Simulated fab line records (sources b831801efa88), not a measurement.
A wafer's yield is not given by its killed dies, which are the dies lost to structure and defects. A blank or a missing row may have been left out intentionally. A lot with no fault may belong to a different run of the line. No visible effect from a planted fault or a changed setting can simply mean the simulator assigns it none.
Struck lot and sound lot, side by side	flow sfq-line	32 steps out of a route of 325
Sound: the wafers L738.3, L738.4, L738.6. Struck: wafer L742.2 (L742.1, L742.3, from the same lot, were not struck and are left out); the cause is given at the end.
At each step with rows: each side's tool, then ch and its chambers, then its first start. Under that, the readings that differ: sound wafers	struck wafers	difference of the means	sigmas: that difference in standard deviations of wafers without a fault.
alike: same words and numbers on both sides, and readings whose means sit less than 2 such deviations apart. not compared: any withheld reading, any reading some wafer has no value for, any bound like >300 that may hide the same value, and any number with overlapping values for which the record gives no deviation.
Wherever a step has rows on one side only, a row that says differs or no value, or a row with sigmas, the two part there. Non-overlapping numbers with no deviation appear without sigmas and do not part them. A reading missing from all wafers of one side parts the sides only when that side holds two or more wafers.

SFQ_INCOMING_BOW_MEAS_900:
  struck on film-metro-02, day 4 18:00; sound on film-metro-02, day 3 22:02
  alike: INCOMING_BOW
then, 1 step without rows for these wafers: SFQ_TRILAYER_INCOMING_OXIDATION_002 (target thk 500 nm, ox time 4939 s).
SFQ_TRILAYER_L0_DEP_SPUTTER_003: material MoNx KI, target thk 40 nm, time 100 s.
  struck on pvd-sputter-03, day 4 20:29; sound on pvd-sputter-05, day 4 00:29
reading	sound	struck	difference	sigmas
model.MoNx_KI_of_TRILAYER_L0_DEP_SPUTTER_003.thk-nm (nm)	40.31 40.56 40.23	25.46	-14.91	
  alike: chamber-pressure-pa, throttle-valve-pct
SFQ_L0_RS_MEAS_901: a four-point-probe measurement.
  struck on film-metro-03, day 4 20:34; sound on film-metro-01, day 4 00:36
reading	sound	struck	difference	sigmas
L0_MONX_KI_RS (ohm/sq)	43.1 42.9 43.3	68.6	+25.5	+49
SFQ_L0_THK_MEAS_902: measures by xrf.
  struck on film-metro-03, day 4 20:41; sound on film-metro-01, day 4 00:42
reading	sound	struck	difference	sigmas
L0_MONX_KI_THK (nm)	40.1 40.7 40.3	25.3	-15.1	-30
then, 7 steps without rows for these wafers: SFQ_TRILAYER_L0_LITHO_COAT_010 (resist thk 62 nm); SFQ_TRILAYER_L0_LITHO_COAT_005 (resist thk 600 nm); SFQ_TRILAYER_L0_LITHO_SOFTBAKE_009; SFQ_TRILAYER_L0_LITHO_EXPOSE_006 (exposes mask L0, target cd 2000 nm); SFQ_TRILAYER_L0_LITHO_PEB_008 (peb time 60 s); SFQ_TRILAYER_L0_LITHO_DEVELOP_007 (time 60 s); SFQ_TRILAYER_L0_BARC_OPEN_METAL_ETCH_010 (etches BARC in O2, target depth 125 nm, time 41.7 s).
-- the record jumps here: 4 days lie between the struck wafers' starts before and after --
SFQ_TRILAYER_L0_ETCH_METAL_ETCH_008: etches MoNx KI in SF6/O2, stops on SiO2, target depth 50 nm, time 25 s.
  sound on rie-metal-01 ch 0,1, day 7 09:57; struck on rie-metal-03 ch 1, day 8 11:08
reading	sound	struck	difference	sigmas
oes-product-au (a.u.)	0.872 0.879 0.881	0.702	-0.175	-24
rf-hours-counter-h (h)	- - -	105	no value on the sound wafers	
  alike: drypump-motor-current-A
SFQ_TRILAYER_L0_STRIP_STRIP_009: strips in O2.
  sound on rie-metal-01 ch 0,1, day 7 10:11; struck on rie-metal-03 ch 1, day 8 11:11
reading	sound	struck	difference	sigmas
rf-hours-counter-h (h)	- - -	105	no value on the sound wafers	
  alike: drypump-motor-current-A, oes-product-au
then, 1 step without rows for these wafers: SFQ_TRILAYER_L0_STRIP_SOLV_CLEAN_010 (cleans in NMP, time 600 s).
SFQ_TRILAYER_L0_CAP_PECVD_011: deposits SiO2 from SiH4/N2O, time 13.333 s, target thk 60 nm.
  sound on pecvd-04 ch 1,2, day 7 10:45; struck on pecvd-03 ch 0, day 8 11:57
reading	sound	struck	difference	sigmas
heater-power-w (W)	83 77 86	103	+21	+2
throttle-valve-pct (%)	23.6 23.0 23.4	26.3	+3.0	+2
  alike: chamber-pressure-Torr
then, 6 steps without rows for these wafers: SFQ_TRILAYER_L0_VIA_LITHO_COAT_018 (resist thk 62 nm); SFQ_TRILAYER_L0_VIA_LITHO_COAT_013 (resist thk 650 nm); SFQ_TRILAYER_L0_VIA_LITHO_SOFTBAKE_017; SFQ_TRILAYER_L0_VIA_LITHO_EXPOSE_014 (exposes mask L0V, target cd 700 nm); SFQ_TRILAYER_L0_VIA_LITHO_PEB_016 (peb time 60 s); SFQ_TRILAYER_L0_VIA_LITHO_DEVELOP_015 (time 60 s).
-- the record jumps here: 4 days lie between the struck wafers' starts before and after --
SFQ_L0V_OVL_MEAS_903:
  struck on overlay-02, day 12 17:17; sound on overlay-02, day 11 13:42
  alike: L0V_OVL
SFQ_TRILAYER_L0_VIA_BARC_OPEN_VIA_ETCH_021: etches BARC in O2, target depth 125 nm, time 41.7 s.
  sound on rie-diel-04 ch 1,2, day 11 13:44; struck on rie-diel-03 ch 1, day 12 17:20
  alike: drypump-motor-current-A, oes-product-au
  not compared: rf-hours-counter-h
SFQ_TRILAYER_L0_VIA_ETCH_VIA_ETCH_016: etches SiO2 in CHF3, stops on MoNx KI, target depth 80 nm.
  sound on rie-diel-04 ch 1,2, day 11 13:46; struck on rie-diel-03 ch 1, day 12 17:22
  alike: drypump-motor-current-A, oes-product-au
SFQ_TRILAYER_L0_VIA_STRIP_STRIP_017: strips in O2.
  sound on rie-metal-03 ch 0,1, day 11 14:01; struck on rie-metal-04 ch 0, day 12 17:25
reading	sound	struck	difference	sigmas
rf-hours-counter-h (h)	- - -	115	no value on the sound wafers	
  alike: drypump-motor-current-A, oes-product-au
then, 3 steps without rows for these wafers: SFQ_TRILAYER_L0_VIA_STRIP_SOLV_CLEAN_018 (cleans in NMP, time 600 s); SFQ_TRILAYER_M0_DEP_PRE_CLEAN_020 (time 15 s); SFQ_TRILAYER_M0_DEP_SPUTTER_019 (material Nb, target thk 200 nm, time 133.3 s).
SFQ_M0_RS_MEAS_904: a four-point-probe measurement.
  struck on film-metro-04, day 12 18:18; sound on film-metro-02, day 11 14:44
reading	sound	struck	difference	sigmas
M0_NB_RS (ohm/sq)	0.874 0.869 0.875	0.895	+0.022	+2
then, 1 step without rows for these wafers: SFQ_TRILAYER_M0_LITHO_COAT_026 (resist thk 62 nm).
-- the record jumps here: 75 days lie between the struck wafers' starts before and after --
SFQ_M8_BOW_MEAS_951:
  struck on film-metro-02, day 87 15:05; sound on film-metro-03, day 83 13:52
reading	sound	struck	difference	sigmas
model.etest.l0.ohm-sq	43.21 42.94 43.29	68.4	+25.3	
model.etest.l0v.link-ohm	44.11 43.84 44.2	69.32	+25.27	
model.etest.l0.ohm-um	21.59 21.44 21.62	34.22	+12.67	
  alike: M8_BOW

## WHERE THEY PART
Last at SFQ_M0_RS_MEAS_904 as far as this record goes, first at SFQ_L0_RS_MEAS_901. Later steps at which nothing parts them and some readings are alike: SFQ_M8_BOW_MEAS_951.

WHY: what had been put in by the simulator
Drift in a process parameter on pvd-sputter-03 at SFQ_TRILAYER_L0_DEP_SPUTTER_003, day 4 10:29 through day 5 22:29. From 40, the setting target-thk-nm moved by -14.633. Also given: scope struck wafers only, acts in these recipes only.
